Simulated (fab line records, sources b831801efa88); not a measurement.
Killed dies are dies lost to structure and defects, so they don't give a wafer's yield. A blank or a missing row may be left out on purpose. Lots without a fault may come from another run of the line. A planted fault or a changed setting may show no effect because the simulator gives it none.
A struck lot beside a sound one | flow gf180mcu | 15 steps out of a route of 602
Sound: wafers L699.1, L699.2, L699.4. Struck: wafers L713.2, L713.6. (L713.4 of the same lot was not struck and is left out.) The cause comes at the end.
At each step with rows: each side's tool, then ch and its chambers, then its first start. Under that, the readings that differ: sound wafers | struck wafers | difference of the means | sigmas: that difference in standard deviations of wafers without a fault.
alike: readings whose means differ by less than 2 such deviations, and words and numbers that are the same on both sides. not compared: withheld readings, readings that some wafer has no value for, bounds like >300 that may hide the same value, and numbers for which the record gives no deviation and whose values overlap.
The two part at a step that has a row with sigmas, a row that says differs or no value, or rows on one side only. Numbers that don't overlap but have no deviation are shown without sigmas and don't part them. A reading that every wafer of one side lacks parts them only if that side has two wafers or more.

first, 4 steps without rows for these wafers: GF_V1_SOFTBAKE_10 (time 60 s); GF_V1_EXPOSE_11 (exposes mask Via1, target cd 260 nm); GF_V1_PEB_12 (peb time 90 s); GF_V1_DEVELOP_13 (develop time 60 s).
GF_V1_CD_MEAS_14: target cd 260 nm.
  sound on cd_sem-02, day 18 04:26; struck on cd_sem-01, day 23 15:59
  alike: cd_nm
GF_V1_OVL_MEAS_15:
  sound on overlay-02, day 18 04:33; struck on overlay-02, day 23 16:05
  alike: V1_OVL
GF_V1_ETCH_16: etches BARC in N2/H2.
  sound on rie_diel-02 ch 0,1,2, day 18 04:35; struck on rie_diel-04 ch 2,3, day 23 16:07
  alike: bias_w, drypump_motor_current_A, oes_product_au, throttle_valve_pct
GF_V1_ETCH_17: etches SiO2 in C4F8/O2/Ar, stops on TiN, target depth 630 nm.
  sound on rie_diel-02 ch 0,1,2; struck on rie_diel-04 ch 2,3
  alike: bias_w, oes_product_au
GF_V1_STRIP_18: strips in O2/N2.
  sound on plasma_asher-03 ch 0,1, day 18 04:43; struck on plasma_asher-04 ch 0,1, day 23 16:14
  alike: drypump_motor_current_A, heater_power_w, oes_product_au
  not compared: rf_hours_counter_h
then, 2 steps without rows for these wafers: GF_V1_STRIP_19 (strips in post etch residue remover, time 1200 s); GF_V1_CLEAN_20 (cleans in DIW).
GF_V1_SPUTTER_21: material Ti, target thk 15 nm, time 80.02 s.
  sound on pvd_sputter-02, day 18 05:17; struck on pvd_sputter-02, day 23 16:53
  alike: cathode_dc_power_W, throttle_valve_pct
GF_V1_SPUTTER_22: material TiN, target thk 10 nm, time 40 s.
  sound on pvd_sputter-02, day 18 05:20; struck on pvd_sputter-02, day 23 16:57
  reading                                | sound             | struck      | difference | sigmas
  model.TiN_of_V1_SPUTTER_22.thk_nm (nm) | 10.12 9.913 9.957 | 15.67 15.46 | +5.57      |
  alike: cathode_dc_power_W, throttle_valve_pct
GF_V1_CVD_23: deposits W, target thk 350 nm, time 105.05 s.
  sound on cvd_w-02 ch 0,1, day 18 05:23; struck on cvd_w-02 ch 0,1, day 23 16:59
  alike: heater_power_w
then, 1 step without rows for these wafers: GF_PASSIVATION_PROBE_99.

WHERE THEY PART
Nowhere in this record.

WHY: what the simulator had put in
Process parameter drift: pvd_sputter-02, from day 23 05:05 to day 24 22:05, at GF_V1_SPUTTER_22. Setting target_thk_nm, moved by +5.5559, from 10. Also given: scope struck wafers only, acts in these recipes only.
